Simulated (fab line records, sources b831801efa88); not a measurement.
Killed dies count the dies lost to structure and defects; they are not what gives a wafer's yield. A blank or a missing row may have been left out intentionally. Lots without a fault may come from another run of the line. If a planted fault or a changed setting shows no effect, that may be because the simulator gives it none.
fab line records	flow sky130
[record] lots = 6	wafers = 18	last_day = 50
route steps=708 shown CONTACT@412 PAD_OPEN@708
lots that met no fault: taken from a fault-free run of the same line
start_h: start of the lot's first displayed wafer, in hours after the record's first day	wait_h: time in hours since the lot's previous step	" same as the row above	L1.1+2: a row that stands for several wafers	- no value, or no start given	* or withheld: withheld	< > ~ a bound
route shown NAME@n: names a module that has steps shown in the file, with the first one's number in the route	usual: mean and standard deviation over wafers with no fault	same: alike in all rows	chamber/n: place in a boat	sites: each site's reading	_std_site: standard deviation of those values	_edge_site: inner sites' mean taken away from outer sites' mean	radius_mm: for every site, how far away it sits from the centre of the wafer	mask NAME#n: copy n	behind: tool/chamber where the wafer was last shaped	hold: what put the lot on hold/how long, in hours/how the hold closed	device: names the non-switching transistor (n, p or np)	end of line: tests of these same wafers at the route's end	a step without rows: its recipe alone	killed: count of dies lost to structure and defects at first sort (not the wafer's yield)	map: per-die view of a wafer (x killed, . not killed, _ where there is no die)
set.NAME: the setting that was run; set.NAME@STEP: the one run at that earlier step	model.NAME: the simulator's own value behind a step, which no gauge read
lots seen at some steps along the route; tables by step, rows by wafer
services: from which hour (start_h, from the record's first day; less than 0 if before it) a tool's chamber was out of use, for how many hours, and why
[[steps]]
[step SKY_CONTACT_DEHYDRATE_06]
[recipe] temp_c = 200	time_s = 60
[step SKY_CONTACT_HMDS_07]
[recipe] prime_time_s = 60	prime_temp_c = 120
[step SKY_CONTACT_COAT_08]
[recipe] resist = BARC	temp_c = withheld	time_s = withheld	spin_rpm = 3000	resist_thk_nm = 60
[step SKY_CONTACT_COAT_09]
[recipe] resist = KrF-thick	spin_rpm = 3000	resist_thk_nm = 450
[step SKY_CONTACT_SOFTBAKE_10]
[recipe] temp_c = 100	time_s = 86.77	resist = KrF-thick
[step SKY_CONTACT_EXPOSE_11]
[recipe] mask_id = CTM1	na = 0.8	source_shape = annular	sigma_inner = 0.55	sigma_outer = 0.85	target_cd_nm = 170	dose_mj = 38
[step SKY_CONTACT_PEB_12]
[recipe] peb_temp_c = withheld	peb_time_s = withheld	resist = KrF-thick
[step SKY_CONTACT_DEVELOP_13]
[recipe] develop_time_s = 60	resist = KrF-thick	dev_temp_c = 21
[step SKY_CONTACT_CD_MEAS_14]
[recipe] target_cd_nm = 170
[usual] cd_nm = 170.2/1.5
lot.wafer	tool	chamber	start_h	wait_h	cd_nm
L458.1	cd_sem-01	-	754.60	-	169.2
L458.5	"	-	"	"	169.7
L458.6	"	-	"	"	170.6
L465.3	cd_sem-01	-	807.41	-	172.5
L465.4	"	-	"	"	171.3
L465.5	"	-	"	"	172.6
L466.3	cd_sem-02	-	819.61	-	171.5
L466.5	"	-	"	"	170.6
L466.6	"	-	"	"	170.8
L471.3	cd_sem-02	-	849.51	-	171.3
L471.4	"	-	"	"	170.4
L471.5	"	-	"	"	170.8
L476.1	cd_sem-01	-	888.02	-	171.8
L476.3	"	-	"	"	169.0
L476.5	"	-	"	"	170.4
L478.2	cd_sem-02	-	897.39	-	168.1
L478.4	"	-	"	"	167.7
L478.6	"	-	"	"	168.7
[step SKY_CONTACT_OVL_MEAS_15]
[usual] CONTACT_OVL = -4/4.9
lot.wafer	tool	chamber	start_h	wait_h	CONTACT_OVL[nm]
L458.1	overlay-02	-	754.72	0.1	-6
L458.5	"	-	"	"	1
L458.6	"	-	"	"	-1
L465.3	overlay-01	-	807.50	0.1	-6
L465.4	"	-	"	"	-3
L465.5	"	-	"	"	-2
L466.3	overlay-01	-	819.70	0.1	-1
L466.5	"	-	"	"	-5
L466.6	"	-	"	"	-4
L471.3	overlay-01	-	849.60	0.1	-8
L471.4	"	-	"	"	-3
L471.5	"	-	"	"	-4
L476.1	overlay-01	-	888.14	0.1	-3
L476.3	"	-	"	"	0
L476.5	"	-	"	"	-5
L478.2	overlay-02	-	897.49	0.1	-4
L478.4	"	-	"	"	-4
L478.6	"	-	"	"	5
[step SKY_CONTACT_ETCH_16]
[recipe] chemistry = N2/H2	target = BARC	ion_energy_ev = 200	source_w = 500	bias_w = 100	pressure_mtorr = 30	n2_flow_sccm = 100	h2_flow_sccm = 200	stop_on = SiO2	time_s = 45.9	target_depth_a = 600
[usual] drypump_motor_current_A = 5.7/0.57	oes_product_au = 0.855/0.0052	rf_fwd_power_W = 495.1/1.9	throttle_valve_pct = 13.226/0.0088
lot.wafer	tool	chamber	start_h	wait_h	drypump_motor_current_A	oes_product_au	rf_fwd_power_W	rf_hours_counter_h	throttle_valve_pct
L458.1	rie_diel-01	0	754.76	0.0	6.5	0.859	495.6	10	13.238
L458.5	"	1	"	"	4.7	0.854	497.4	-	13.224
L458.6	"	2	"	"	5.3	0.855	495.0	-	13.225
L465.3	rie_diel-02	1	807.52	0.0	6.1	0.851	497.6	6	13.214
L465.4	"	2	"	"	6.3	0.852	492.6	6	13.222
L465.5	"	1	"	"	6.0	0.853	496.0	-	13.223
L466.3	rie_diel-02	2	819.72	0.0	6.3	0.855	493.0	6	13.233
L466.5	"	3	"	"	6.2	0.855	494.3	-	13.238
L466.6	"	0	"	"	5.9	0.857	491.5	-	13.222
L471.3	rie_diel-01	1	849.62	0.0	4.6	0.859	498.3	21	13.223
L471.4	"	0	"	"	6.5	0.855	495.2	12	13.228
L471.5	"	1	"	"	4.7	0.851	497.8	-	13.224
L476.1	rie_diel-01	0	888.17	0.0	6.5	0.863	493.9	13	13.216
L476.3	"	3	"	"	5.3	0.852	495.8	9	13.239
L476.5	"	2	"	"	5.4	0.858	493.2	-	13.225
L478.2	rie_diel-02	2	897.52	0.0	6.3	0.855	492.9	8	13.235
L478.4	"	2	"	"	6.3	0.854	492.0	-	13.232
L478.6	"	0	"	"	5.9	0.859	496.3	-	13.218
[step SKY_CONTACT_ETCH_17]
[recipe] target = SiO2	chemistry = C4F8/O2/Ar	stop_on = Si3N4	mask_material = KrF-thick	source_w = 1500	bias_w = 1200	pressure_mtorr = 40	c4f8_flow_sccm = withheld	O2_flow_sccm = 6	Ar_flow_sccm = 300	time_s = withheld	target_depth_a = 3400
[usual] oes_product_au = 0.891/0.0046	rf_fwd_power_W = 1488/5.6
lot.wafer	tool	chamber	start_h	wait_h	oes_product_au	rf_fwd_power_W
L458.1	rie_diel-01	0	754.80	0.0	0.895	1482
L458.5	"	1	"	"	0.898	1501
L458.6	"	2	"	"	0.885	1484
L465.3	rie_diel-02	1	807.57	0.0	0.903	1494
L465.4	"	2	"	"	0.887	1491
L465.5	"	1	"	"	0.899	1495
L466.3	rie_diel-02	2	819.77	0.0	0.891	1483
L466.5	"	3	"	"	0.900	1490
L466.6	"	0	"	"	0.884	1483
L471.3	rie_diel-01	1	849.67	0.0	0.888	1490
L471.4	"	0	"	"	0.893	1481
L471.5	"	1	"	"	0.899	1494
L476.1	rie_diel-01	0	888.22	0.0	0.878	1486
L476.3	"	3	"	"	0.890	1484
L476.5	"	2	"	"	0.891	1486
L478.2	rie_diel-02	2	897.57	0.0	0.896	1477
L478.4	"	2	"	"	0.885	1486
L478.6	"	0	"	"	0.894	1492
[step SKY_CONTACT_ETCH_18]
[recipe] target = Si3N4	chemistry = CHF3/O2	stop_on = TiN	source_w = 600	bias_w = 200	pressure_mtorr = 40	chf3_flow_sccm = 50	O2_flow_sccm = 5	time_s = 39	target_depth_a = 750
[usual] O2_flow_sccm = 5.001/0.013	drypump_motor_current_A = 5.7/0.57	oes_product_au = 0.855/0.0083	rf_fwd_power_W = 593.5/2.4	throttle_valve_pct = 8.794/0.0099
lot.wafer	tool	chamber	start_h	wait_h	O2_flow_sccm	drypump_motor_current_A	oes_product_au	rf_fwd_power_W	rf_hours_counter_h	throttle_valve_pct	model.KrF-thick_of_CONTACT_COAT_09.thk_nm
L458.1	rie_diel-01	0	754	-	4.993	6.5	0.856	591.4	10	8.819	245.6
L458.5	"	1	"	"	5.014	4.7	0.849	595.4	-	8.789	241.9
L458.6	"	2	"	"	5.005	5.4	0.854	592.7	-	8.791	240.9
L465.3	rie_diel-02	1	807	-	4.996	6.0	0.858	593.9	7	8.811	242.7
L465.4	"	2	"	"	5.006	6.3	0.858	495.1	6	8.790	252.4
L465.5	"	1	"	"	5.004	6.0	0.866	591.8	-	8.800	242.9
L466.3	rie_diel-02	2	819	-	4.987	6.2	0.844	495.3	6	8.789	248.5
L466.5	"	3	"	"	4.978	6.1	0.845	593.5	-	8.791	242.4
L466.6	"	0	"	"	4.993	5.9	0.848	595.8	-	8.796	236.9
L471.3	rie_diel-01	1	849	-	4.998	4.7	0.848	597.9	21	8.786	242.8
L471.4	"	0	"	"	4.982	6.5	0.864	592.5	12	8.799	242.9
L471.5	"	1	"	"	5.017	4.7	0.873	598.0	-	8.809	242.1
L476.1	rie_diel-01	0	888	-	4.994	6.5	0.845	591.4	14	8.797	245.7
L476.3	"	3	"	"	5.011	5.3	0.859	594.0	9	8.770	249.3
L476.5	"	2	"	"	5.016	5.3	0.850	588.5	-	8.786	242.3
L478.2	rie_diel-02	2	897	-	5.012	6.3	0.852	592.8	8	8.780	243.8
L478.4	"	2	"	"	4.980	6.3	0.862	589.5	-	8.800	244.7
L478.6	"	0	"	"	4.993	5.9	0.866	594.9	-	8.792	240.2
[step SKY_CONTACT_STRIP_19]
[recipe] chemistry = O2/N2	power_w = 1400	pressure_mtorr = 1500	platen_temp_c = withheld	o2_flow_sccm = 3000	n2_flow_sccm = 300	overash_fraction = 0.5
[usual] drypump_motor_current_A = 5.4/0.55	oes_product_au = 0.380/0.0044	strip_time_to_endpoint_s = 3.623/0.029
lot.wafer	tool	chamber	start_h	wait_h	drypump_motor_current_A	oes_product_au	rf_hours_counter_h	strip_time_to_endpoint_s
L458.1	plasma_asher-01	1	754.89	-	6.0	0.379	1	3.644
L458.5	"	0	"	"	6.2	0.379	-	3.604
L458.6	"	1	"	"	6.0	0.375	-	3.592
L465.3	plasma_asher-04	1	807.69	-	5.0	0.378	-	3.598
L465.4	"	0	"	"	5.5	0.387	-	3.725
L465.5	"	1	"	"	5.0	0.382	-	3.620
L466.3	plasma_asher-01	0	819.89	-	6.2	0.376	-	3.684
L466.5	"	1	"	"	6.1	0.381	-	3.617
L466.6	"	0	"	"	6.2	0.378	-	3.550
L471.3	plasma_asher-02	1	849.79	-	5.0	0.384	-	3.619
L471.4	"	0	"	"	4.8	0.379	-	3.609
L471.5	"	0	"	"	4.8	0.382	-	3.607
L476.1	plasma_asher-01	0	888.31	-	6.2	0.381	13	3.648
L476.3	"	0	"	"	6.2	0.382	-	3.707
L476.5	"	1	"	"	6.0	0.380	-	3.611
L478.2	plasma_asher-02	1	897.66	-	5.0	0.382	110	3.621
L478.4	"	0	"	"	4.8	0.383	-	3.648
L478.6	"	1	"	"	5.0	0.379	-	3.591
[step SKY_PAD_OPEN_PROBE_99]
[usual] killed_at_M0_to_M3 = 43/7.1	killed_at_M4_up = 3/1.7	killed_at_contacts = 25/5.6	killed_at_front_end = 16/4.1	killed_at_other = 0.2/0.49	killed_dies = 87/9.8	killed_open = 47/7.6	killed_short = 40/6.1
[same] gross_dies = 492	killed_at_back_side = 0
lot.wafer	tool	chamber	start_h	wait_h	killed_at_M0_to_M3	killed_at_M4_up	killed_at_contacts	killed_at_front_end	killed_at_other	killed_dies	killed_open	killed_short
L465.3	prober-02	-	1132.43	0.2	37	5	19	18	0	79	44	35
L465.4	prober-02	-	1132.48	0.2	43	4	16	12	1	76	33	43
L465.5	prober-02	-	1132.53	0.2	43	6	18	12	0	79	44	35
L466.3	prober-01	-	1138.74	0.2	46	2	28	22	1	99	58	41
L466.5	prober-01	-	1138.84	0.2	44	4	26	13	0	87	50	37
L466.6	prober-01	-	1138.89	0.2	45	6	24	14	0	89	60	29
L478.2	prober-02	-	1192.04	0.1	37	2	19	20	0	78	29	49
L478.4	prober-02	-	1192.14	0.2	38	3	21	12	0	74	42	32
L478.6	prober-02	-	1192.24	0.2	42	2	15	14	0	73	40	33
// killed by level:class
L465.3 VIA3:geometric_particle:open=8 VIA1:geometric_particle:short=7 CONTACT:geometric_particle:open=6 POLY_GATE:geometric_particle:open=5 VIA1:geometric_particle:open=5 METAL2:geometric_particle:short=5 VIA2:geometric_particle:open=5 FIELD_ISO:geometric_particle:open=4
L465.4 VIA1:geometric_particle:short=8 LOCAL_INTERCONNECT:geometric_particle:short=7 METAL2:geometric_particle:short=6 VIA3:geometric_particle:open=6 FIELD_ISO:geometric_particle:short=5 VIA1:geometric_particle:open=5 LI_CONTACT:geometric_particle:open=4 VIA3:geometric_particle:short=4
L465.5 VIA3:geometric_particle:open=10 VIA2:geometric_particle:open=9 METAL2:geometric_particle:short=9 CONTACT:geometric_particle:open=8 FIELD_ISO:geometric_particle:open=5 VIA3:geometric_particle:short=5 FIELD_ISO:geometric_particle:short=4 METAL4:geometric_particle:short=4
L466.3 VIA1:geometric_particle:open=10 CONTACT:geometric_particle:short=9 FIELD_ISO:geometric_particle:open=8 VIA2:geometric_particle:open=8 CONTACT:geometric_particle:open=7 LI_CONTACT:geometric_particle:open=7 METAL1:geometric_particle:short=7 VIA3:geometric_particle:open=6
L466.5 CONTACT:geometric_particle:open=12 VIA1:geometric_particle:open=9 FIELD_ISO:geometric_particle:open=7 VIA3:geometric_particle:open=7 VIA1:geometric_particle:short=6 VIA2:geometric_particle:open=6 METAL2:geometric_particle:short=5 FIELD_ISO:geometric_particle:short=4
L466.6 VIA1:geometric_particle:open=18 LI_CONTACT:geometric_particle:open=9 VIA3:geometric_particle:open=8 CONTACT:geometric_particle:open=7 FIELD_ISO:geometric_particle:short=4 LOCAL_INTERCONNECT:geometric_particle:short=4 VIA2:geometric_particle:open=4 CONTACT:geometric_particle:short=3
L478.2 POLY_GATE:geometric_particle:short=8 METAL1:geometric_particle:short=7 LI_CONTACT:geometric_particle:open=6 VIA2:geometric_particle:short=5 LOCAL_INTERCONNECT:geometric_particle:short=5 CONTACT:geometric_particle:open=5 VIA1:geometric_particle:short=5 POLY_GATE:geometric_particle:open=4
L478.4 CONTACT:geometric_particle:open=10 VIA1:geometric_particle:open=7 METAL1:geometric_particle:short=5 METAL2:geometric_particle:short=5 FIELD_ISO:geometric_particle:open=4 POLY_GATE:geometric_particle:open=4 LI_CONTACT:geometric_particle:short=4 METAL2:geometric_particle:open=4
L478.6 METAL1:geometric_particle:short=8 VIA3:geometric_particle:open=8 METAL2:geometric_particle:short=7 VIA1:geometric_particle:open=7 CONTACT:geometric_particle:open=7 FIELD_ISO:geometric_particle:short=4 VIA1:geometric_particle:short=4 VIA2:geometric_particle:open=4
[[services]]
tool	chamber	start_h	hours	kind
plasma_asher-01	-	733.75	9.0	pm
plasma_asher-01	0	733.75	9.0	vent_cycle
plasma_asher-01	1	733.75	9.0	vent_cycle
plasma_asher-01	0	742.75	-	clean
plasma_asher-01	1	742.75	-	clean
rie_diel-02	3	750.44	2.4	repair
plasma_asher-01	-	753.33	0.5	repair
rie_diel-01	0	757.15	8.7	repair
rie_diel-02	3	759.89	5.4	repair
plasma_asher-04	-	761.79	11.5	repair
rie_diel-02	-	801.11	1.2	repair
rie_diel-02	2	821.93	2.3	repair
rie_diel-02	3	832.49	1.4	repair
plasma_asher-01	-	837.66	5.8	repair
rie_diel-02	0	849.59	16.8	repair
plasma_asher-01	-	867.15	0.5	repair
rie_diel-02	2	885.00	10.0	repair
[[key]]
[first_sign] step = SKY_CONTACT_ETCH_18	reading = rf_fwd_power_W	direction = down	sigmas = 41	usual = 593.5	struck = 495.2
effect none on later readings
[model_effect] step = SKY_CONTACT_ETCH_18	value = KrF-thick_of_CONTACT_COAT_09.thk_nm	without = 245.1	struck = 250.5
met_at SKY_CONTACT_ETCH_18
struck_wafers L465.4,L466.3
tester_left_out L465,L466
[fault] kind = process_parameter_drift	tool = rie_diel-02	chamber = 2	onset_h = 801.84	steps = SKY_CONTACT_ETCH_18	channel = source_w	offset = -96	shape = step	end_h = 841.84	acts_in = these_recipes_only	stated = 600
// tester_left_out: of these lots the tester's yield and bins aren't shown, on N5 and GAA mostly nor the transistor test; their killed dies are dies lost to structure and defects alone, not to doping, threshold or leakage, so they don't give the yield
